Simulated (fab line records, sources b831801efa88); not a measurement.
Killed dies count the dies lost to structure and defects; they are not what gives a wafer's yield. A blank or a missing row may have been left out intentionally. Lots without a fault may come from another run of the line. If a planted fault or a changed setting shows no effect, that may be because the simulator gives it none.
Problem report, 8D (eight disciplines) form, completed by code    flow gf180mcu    the parts of the form that need people (team, actions taken, sign-off) are left out

== 1. THE PROBLEM ==
Mean SAB_CVD_00_THK at GF_SAB_THK_MEAS_01: 43.0 nm over 6 wafers in 2 lots; fault-free wafers: 50.0 nm, standard deviation 0.6. Relative to the usual mean, that is a shift of -12 standard deviations.
First observed at day 20 13:19: wafer L282.1, on film metro-02. Wafers with a number at this step in the record: 42, from 14 lots. The rule behind "out" and "out of limits": a value lying over 4 standard deviations away from the usual mean. The other wafers with a number count as sound.

== 2. WHAT IT IS, WHAT IT ISN'T ==
question                     is                      is not
which readings at this step  SAB_CVD_00_THK          -
which lots                   L282, L284              L267, L268, L269, L270, L271, L272, L273, L274, L276, L280, L285, L289
which wafers of those lots   all that have a number  -
read on which gauges         film metro-02           film metro-01, film metro-03
when                         from day 20 13:19       up to then (30 sound wafers); but 6 sound wafers of L285, L289 came after

== 3. SUSPECTS, AND WHAT RULES EACH OUT ==
Counting: a tool stays on the suspect list if, at a process step up to the reading, it processed all lots that are out and no sound lot following the first of them.
- the gauge at GF_SAB_THK_MEAS_01: kept. All the wafers that are out were read on film metro-02, and no step on other tools shows them out.
- pecvd-02 at GF_SAB_CVD_00 (deposits SiO2 from TEOS, target thk 50 nm, time 4.9302 s): kept. All lots that are out passed through it, beginning with L282 at day 20 13:18, and no sound lot followed; its final sound lot before that point was L276 at day 18 12:01.
What counting leaves: pecvd-02 at GF_SAB_CVD_00 and film metro-02 at GF_SAB_THK_MEAS_01.

== 4. THE CAUSE (what the simulator had put in) ==
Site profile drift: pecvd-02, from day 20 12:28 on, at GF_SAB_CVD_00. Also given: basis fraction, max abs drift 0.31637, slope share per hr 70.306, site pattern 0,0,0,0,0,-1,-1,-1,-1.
Of the 2 suspects that counting leaves, this tool is one.

== 5. THE EFFECT CHAIN, in route order ==
One row per reading whose mean, taken over the struck wafers that have a number, lies over 3 standard deviations from the usual. Scope: only readings with a usual standard deviation given in the record; hours: median across lots of the time from each lot's start at the first step in this table that gives one to its start at this step; sigmas: change in usual standard deviations.
hours  step                reading         usual    on struck wafers  change  sigmas
0      GF_SAB_THK_MEAS_01  SAB_CVD_00_THK  50.0 nm  43.0              -7.0    -12
Later steps that measure or inspect, where all struck wafers having a row at the step show a number for every such reading and not one has moved that far: GF_SAB_OVL_MEAS_10.

== 6. WHAT WOULD HAVE CAUGHT IT SOONER ==
In this record the first reading out of limits at a measuring or inspecting step was taken at day 20 13:19, 1 hour after the fault began at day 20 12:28.
Tool readings at GF_SAB_CVD_00 with a usual standard deviation given in the record: none out on any struck wafer, hence no alarm at a limit of 4 standard deviations on them.
Of the lots that are out (2), L284 began GF_SAB_CVD_00 on pecvd-02 after day 20 13:19. Holding the tool at that time would have saved it.
